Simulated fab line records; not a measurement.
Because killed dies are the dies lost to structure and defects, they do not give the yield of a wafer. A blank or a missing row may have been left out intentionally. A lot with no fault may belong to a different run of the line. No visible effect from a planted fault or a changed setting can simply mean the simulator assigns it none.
What tool caused it? + flow gf180mcu + 11 lots with 33 wafers sampled at 6 steps, on a route of 602 steps

## WHAT THE GAUGES SHOWED, per wafer
GF_V4_OVL_MEAS_15.
| lot  | measured     | on         | V4_OVL (nm) |
|------|--------------|------------|-------------|
| L700 | day 25 00:00 | overlay-01 | 0 2 8       |
| L703 | day 25 22:03 | overlay-01 | -4 -5 -10   |
| L704 | day 26 01:55 | overlay-02 | -5 -5 -6    |
| L705 | day 26 11:51 | overlay-01 | -3 -9 1     |
| L706 | day 27 01:13 | overlay-01 | 1 5 -3      |
| L708 | day 27 09:54 | overlay-02 | 3 -2 -5     |
| L718 | day 30 08:58 | overlay-02 | 0 2 4       |
| L719 | day 30 17:53 | overlay-01 | 1 1 4       |
| L720 | day 30 18:41 | overlay-02 | -4 -2 -5    |
| L721 | day 30 23:41 | overlay-02 | -2 3 1      |
| L722 | day 31 07:08 | overlay-02 | -5 1 -1     |

GF_V4_RS_MEAS_24: measures by four-point-probe.
| lot  | measured     | on            | V4_W_RS (ohm/sq)  |
|------|--------------|---------------|-------------------|
| L700 | day 25 00:56 | film-metro-03 | 0.329 0.329 0.329 |
| L703 | day 25 22:59 | film-metro-01 | 0.334 0.332 0.332 |
| L704 | day 26 02:50 | film-metro-02 | 0.335 0.330 0.336 |
| L705 | day 26 12:48 | film-metro-03 | 0.327 0.326 0.325 |
| L706 | day 27 02:10 | film-metro-03 | 0.323 0.328 0.326 |
| L708 | day 27 10:52 | film-metro-01 | 0.337 0.330 0.335 |
| L718 | day 30 10:01 | film-metro-02 | 0.327 0.328 0.329 |
| L719 | day 30 18:56 | film-metro-03 | 0.329 0.332 0.335 |
| L720 | day 30 19:42 | film-metro-03 | 0.325 0.331 0.327 |
| L721 | day 31 00:37 | film-metro-01 | 0.329 0.333 0.339 |
| L722 | day 31 08:04 | film-metro-03 | 0.326 0.327 0.327 |

GF_MIM_THK_MEAS_06.
| lot  | measured     | on            | MIM_CVD_05_THK (nm) |
|------|--------------|---------------|---------------------|
| L700 | day 25 01:39 | film-metro-02 | 41.3 42.1 41.5      |
| L703 | day 25 23:43 | film-metro-04 | 42.1 41.9 42.5      |
| L704 | day 26 03:35 | film-metro-02 | 42.3 41.9 42.3      |
| L705 | day 26 13:30 | film-metro-04 | 42.0 43.4 42.2      |
| L706 | day 27 02:54 | film-metro-02 | 42.4 42.2 42.7      |
| L708 | day 27 11:35 | film-metro-01 | 41.6 42.0 42.3      |
| L718 | day 30 10:53 | film-metro-02 | 41.8 41.5 43.1      |
| L719 | day 30 19:40 | film-metro-01 | 42.6 42.5 42.6      |
| L720 | day 30 20:26 | film-metro-01 | 42.1 41.7 42.8      |
| L721 | day 31 01:21 | film-metro-02 | 42.5 42.3 42.7      |
| L722 | day 31 08:47 | film-metro-01 | 41.6 41.7 42.2      |

GF_MIM_RS_MEAS_10: measures by four-point-probe.
| lot  | measured     | on            | MIM_ALCU_RS (ohm/sq) |
|------|--------------|---------------|----------------------|
| L700 | day 25 01:49 | film-metro-04 | 0.1546 0.1582 0.1592 |
| L703 | day 25 23:53 | film-metro-01 | 0.1607 0.1619 0.1607 |
| L704 | day 26 03:45 | film-metro-01 | 0.1592 0.1640 0.1581 |
| L705 | day 26 13:41 | film-metro-02 | 0.1633 0.1590 0.1646 |
| L706 | day 27 03:04 | film-metro-04 | 0.1606 0.1576 0.1606 |
| L708 | day 27 11:46 | film-metro-02 | 0.1675 0.1669 0.1661 |
| L718 | day 30 11:03 | film-metro-04 | 0.0807 0.0810 0.0808 |
| L719 | day 30 19:50 | film-metro-04 | 0.0805 0.0805 0.0812 |
| L720 | day 30 20:36 | film-metro-02 | 0.1582 0.1590 0.1565 |
| L721 | day 31 01:31 | film-metro-01 | 0.1658 0.1605 0.1624 |
| L722 | day 31 08:57 | film-metro-04 | 0.1629 0.1632 0.1618 |

GF_MIM_THK_MEAS_11: measures by xrf.
| lot  | measured     | on            | MIM_ALCU_THK (nm) |
|------|--------------|---------------|-------------------|
| L700 | day 25 01:56 | film-metro-04 | 207.4 203.3 200.0 |
| L703 | day 26 00:00 | film-metro-01 | 198.6 198.3 199.2 |
| L704 | day 26 03:52 | film-metro-01 | 201.3 195.7 203.8 |
| L705 | day 26 13:47 | film-metro-02 | 197.3 201.8 196.2 |
| L706 | day 27 03:11 | film-metro-04 | 201.1 202.8 198.3 |
| L708 | day 27 11:52 | film-metro-02 | 192.2 193.1 194.0 |
| L718 | day 30 11:10 | film-metro-04 | 389.7 388.9 387.3 |
| L719 | day 30 19:56 | film-metro-04 | 390.7 392.2 387.3 |
| L720 | day 30 20:43 | film-metro-02 | 204.1 200.9 204.9 |
| L721 | day 31 01:38 | film-metro-01 | 194.7 201.2 196.8 |
| L722 | day 31 09:04 | film-metro-04 | 197.3 194.8 197.0 |

## EACH LOT AND THE TOOL THAT RAN IT (in order: tool; ch and the chambers of the sampled wafers; start)
| lot  | GF_MIM_SPUTTER_08            |
|------|------------------------------|
| L700 | pvd-sputter-03, day 25 01:44 |
| L703 | pvd-sputter-04, day 25 23:49 |
| L704 | pvd-sputter-02, day 26 03:41 |
| L705 | pvd-sputter-02, day 26 13:35 |
| L706 | pvd-sputter-03, day 27 03:01 |
| L708 | pvd-sputter-04, day 27 11:41 |
| L718 | pvd-sputter-04, day 30 11:00 |
| L719 | pvd-sputter-04, day 30 19:44 |
| L720 | pvd-sputter-02, day 30 20:32 |
| L721 | pvd-sputter-02, day 31 01:28 |
| L722 | pvd-sputter-03, day 31 08:53 |
- GF_MIM_SPUTTER_08: material AlCu, target thk 200 nm, time 10.6 s.

## AS READ BY THE TOOLS THEMSELVES (means over the sampled wafers that have a number; for cases with no such wafer, the mark the record gives instead)
GF_MIM_SPUTTER_08.
| lot  | tool           | chamber-pressure-pa (Pa) | throttle-valve-pct (%) |
|------|----------------|--------------------------|------------------------|
| L700 | pvd-sputter-03 | 0.3994                   | 29.3                   |
| L703 | pvd-sputter-04 | 0.4000                   | 29.2                   |
| L704 | pvd-sputter-02 | 0.4000                   | 30.4                   |
| L705 | pvd-sputter-02 | 0.3999                   | 31.0                   |
| L706 | pvd-sputter-03 | 0.4004                   | 29.5                   |
| L708 | pvd-sputter-04 | 0.3995                   | 29.6                   |
| L718 | pvd-sputter-04 | 0.3996                   | 29.3                   |
| L719 | pvd-sputter-04 | 0.4003                   | 30.0                   |
| L720 | pvd-sputter-02 | 0.3995                   | 30.4                   |
| L721 | pvd-sputter-02 | 0.4003                   | 30.5                   |
| L722 | pvd-sputter-03 | 0.3999                   | 30.4                   |

## THE ANSWER, worked out from the rows above alone
Rule: usual is defined by the lots themselves. Put in order of their means at a reading, lots are off if they are a third of the lots or fewer, leave a main group of 4 or more, and stand apart from it by a gap of 3 or more times the standard deviation of the main group's means; of several such gaps the widest counts. The tables above print the reading to a certain number of digits; a main group whose means all agree to those digits is not used. A lot without any number at a reading at which 4 lots or more have one is off too. Any other lot the step has rows for is counted as sound. First the gauges in route order, then the tools' own readings, where a lot's mean is used as printed above. The first step at which some lot is off is used, and at that step the reading that is off furthest; a lot without a number counts as furthest.
Off: at GF_MIM_RS_MEAS_10 (MIM_ALCU_RS), L718, L719. The main group has a mean of 0.1612 ohm/sq with a standard deviation of 0.0027.
If a tool, at a process step before that reading, ran all the lots that are off and no sound lot after the first of them, it fits. Gauges at GF_MIM_RS_MEAS_10: tried the same way as those tools. One fits: pvd-sputter-04 at GF_MIM_SPUTTER_08. A fault onset in the window from L708 (day 27 11:41, its last sound lot) to L718 (day 30 11:00, its first lot off) fits.

## WHAT THE SIMULATOR PUT IN
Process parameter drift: pvd-sputter-04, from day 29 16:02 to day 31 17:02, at GF_MIM_SPUTTER_08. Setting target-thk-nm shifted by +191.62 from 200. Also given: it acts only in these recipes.
Lots struck among those shown: L718, L719. The rule given above showed the same thing.
